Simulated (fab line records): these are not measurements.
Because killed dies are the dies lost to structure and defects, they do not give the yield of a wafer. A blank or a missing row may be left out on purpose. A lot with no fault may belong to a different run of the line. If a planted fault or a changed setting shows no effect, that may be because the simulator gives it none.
What tool caused it?    flow sky130    12 lots, 36 wafers sampled, at 2 steps of a route of 708

WHAT EACH GAUGE READ, for each wafer
SKY_SONOS_ONO_THK_MEAS_01.
lot   measured      on             SONOS_ONO_OXIDATION_THK (nm)
L778  day 11 15:35  film metro-04  2.53 2.63 2.56
L779  day 12 06:28  film metro-02  2.54 2.56 2.59
L780  day 12 06:26  film metro-04  2.54 2.57 2.53
L781  day 12 14:24  film metro-01  2.63 2.67 2.54
L782  day 12 20:02  film metro-04  2.61 2.63 2.68
L783  day 13 03:10  film metro-04  2.56 2.52 2.52
L785  day 13 20:38  film metro-04  2.68 2.72 2.65
L786  day 13 22:55  film metro-04  2.60 2.59 2.63
L787  day 14 07:02  film metro-04  2.53 2.58 2.57
L792  day 16 01:01  film metro-04  1.93 1.93 1.90
L793  day 16 10:49  film metro-02  1.99 1.88 1.90
L800  day 18 20:58  film metro-02  2.53 2.54 2.66

EACH LOT AND THE TOOL THAT RAN IT (in order: tool; ch and the chambers of the sampled wafers; start)
lot   SKY_SONOS_ONO_OXIDATION_00
L778  furnace-02 ch 0, day 11 14:14
L779  furnace-01 ch 0, day 12 05:06
L780  furnace-01 ch 0, day 12 05:06
L781  furnace-02 ch 0, day 12 13:03
L782  furnace-01 ch 0, day 12 18:41
L783  furnace-01 ch 0, day 13 01:49
L785  furnace-01 ch 0, day 13 19:16
L786  furnace-02 ch 0, day 13 21:34
L787  furnace-02 ch 0, day 14 05:41
L792  furnace-01 ch 0, day 15 23:40
L793  furnace-01 ch 0, day 16 09:28
L800  furnace-02 ch 0, day 18 19:36
- SKY_SONOS_ONO_OXIDATION_00: stabilise 600 s, purge 300 s, target thk 2.6 nm.

AS READ BY THE TOOLS THEMSELVES (means over the sampled wafers that have a number; for cases with no such wafer, the mark the record gives instead)
SKY_SONOS_ONO_OXIDATION_00.
lot   tool        ramp down c per min  spike tc bottom C (C)  spike tc centre C (C)  spike tc lower C (C)  spike tc top C (C)  spike tc upper C (C)  tube center temp C (C)  tube_center_temp_C_max
L778  furnace-02  2.9999               818.2                  799.3                  801.2                 814.7               800.2                 800                     802.1
L779  furnace-01  3.0000               820.6                  799.9                  798.3                 814.1               800.6                 800                     801.8
L780  furnace-01  3.0003               822.0                  799.1                  798.2                 814.8               800.1                 800                     802.1
L781  furnace-02  2.9998               819.0                  800.3                  801.2                 814.9               800.8                 800                     802.0
L782  furnace-01  3.0001               820.2                  799.7                  797.7                 815.7               799.7                 800                     802.0
L783  furnace-01  2.9996               820.6                  800.9                  798.4                 814.9               800.0                 800                     802.1
L785  furnace-01  3.0002               820.4                  800.0                  798.5                 813.9               799.6                 800                     801.9
L786  furnace-02  2.9997               818.4                  800.5                  800.5                 814.6               800.8                 800                     802.4
L787  furnace-02  3.0004               819.0                  800.0                  802.2                 815.5               799.3                 800                     801.9
L792  furnace-01  3.0002               796.6                  777.0                  775.5                 792.0               777.5                 777                     778.9
L793  furnace-01  2.9998               798.5                  776.7                  774.8                 793.0               777.8                 777                     778.9
L800  furnace-02  3.0005               818.5                  799.2                  801.0                 815.1               799.8                 800                     802.0

THE ANSWER, worked out from the rows above alone
Rule: what is usual is taken from the lots themselves. The widest of any qualifying gaps counts: lots, ordered by their means at a reading, are off when they make up no more than a third of the lots, leave a main group of 4 or more, and stand apart from it by 3 or more times the standard deviation of that group's means. A main group whose means are all the same, to the digits that the tables above print for the reading, isn't used. A lot without any number at a reading at which 4 lots or more have one is off too. Any other lot the step has rows for is counted as sound. Order of review: gauges by route order, followed by the tools' own readings, for which a lot's mean as printed above is used. The first step at which some lot is off is used, and at that step the reading that is off furthest; a lot without a number counts as furthest.
Off: L792, L793, seen at SKY_SONOS_ONO_THK_MEAS_01 (SONOS_ONO_OXIDATION_THK). The main group has a mean of 2.59 nm with a standard deviation of 0.044.
A tool fits if, at a process step before that reading, it ran every lot that is off, and no sound lot after the first of them. The gauges at SKY_SONOS_ONO_THK_MEAS_01 aren't tried: what is off there is off at SKY_SONOS_ONO_OXIDATION_00 too, on other tools, and a gauge's error can't cause that. One fits: furnace-01 at SKY_SONOS_ONO_OXIDATION_00. Its last sound lot is L785 (day 13 19:16), its first lot that is off L792 (day 15 23:40): a fault that began between those two fits.
The tool's own readings at SKY_SONOS_ONO_OXIDATION_00 bear it out: on the lots that are off they differ by more than 5 times the standard deviation of the sound lots' means. spike tc bottom C reads 797.5 C there against 819.7 C on the sound lots; spike tc centre C reads 776.9 C there against 799.9 C on the sound lots; spike tc lower C reads 775.1 C there against 799.7 C on the sound lots; spike tc top C reads 792.5 C there against 814.8 C on the sound lots; spike tc upper C reads 777.6 C there against 800.1 C on the sound lots; tube center temp C reads 777 C there against 800 C on the sound lots; tube_center_temp_C_max reads 778.9 there against 802.0 on the sound lots.

WHAT THE SIMULATOR HAD INSERTED
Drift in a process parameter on furnace-01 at SKY_SONOS_ONO_OXIDATION_00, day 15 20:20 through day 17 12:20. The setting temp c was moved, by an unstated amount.
Struck lots among those shown: L792, L793. The rule above reached the same finding.
